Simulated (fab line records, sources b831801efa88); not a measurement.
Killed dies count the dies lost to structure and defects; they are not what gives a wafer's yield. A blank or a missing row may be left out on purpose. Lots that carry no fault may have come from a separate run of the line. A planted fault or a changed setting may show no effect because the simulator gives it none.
Chamber matching | flow sky130 | cmp-01 running SKY_VIA2_CMP_02: 4 sister chambers
The step polishes SiO2. 8 wafers are shown with their chamber, then 7 later ones without.

== WAFERS, EACH WITH ITS CHAMBER ==
wafer  | chamber | motor_current_A (A) | slurry_filter_dp_kPa (kPa)
L966.2 | 3       | 13.1                | 13.41
L970.1 | 3       | 12.4                | 13.71
L971.1 | 2       | 12.7                | 13.51
L972.1 | 0       | 13.7                | 13.32
L972.3 | 1       | 14.9                | 13.70
L972.5 | 0       | 14.0                | 13.63
L974.1 | 2       | 12.1                | 13.62
L974.2 | 1       | 14.5                | 13.41

== WAFERS WITH NO CHAMBER GIVEN ==
wafer  | motor_current_A (A) | slurry_filter_dp_kPa (kPa)
L974.5 | 13.1                | 13.36
L980.1 | 13.8                | 13.40
L980.3 | 14.5                | 13.22
L980.5 | 14.0                | 13.73
L985.1 | 13.5                | 13.44
L985.4 | 14.1                | 13.68
L985.5 | 13.7                | 13.60

== CHAMBER TAKEN BY EACH ==
wafer  | from the rows above          | in truth
L974.5 | can't be placed: 3 or 0 or 2 | 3
L980.1 | 0                            | 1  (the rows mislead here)
L980.3 | can't be placed: 1 or 0      | 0
L980.5 | can't be placed: 0 or 1      | 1
L985.1 | can't be placed: 0 or 3      | 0
L985.4 | can't be placed: 0 or 1      | 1
L985.5 | can't be placed: 0 or 3 or 1 | 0
0 of 7 placed correctly. Not placeable from these rows: 6 (in 6, the candidates include the true chamber). 1 placed wrongly.
How it was worked out, from the rows above alone: a wafer's distance from a chamber is the root of the sum, over the readings, of the square of ((its reading less the chamber's mean) divided by the reading's scatter). If the next closest chamber is less than 2 further off than the closest, the wafer can't be placed; otherwise it belongs to the closest. For every chamber, the mean is computed from those of its wafers that are shown. The scatter: take each reading less its chamber's mean, square it, sum over the shown wafers, divide by the number of wafers less the number of chambers, and take the root.
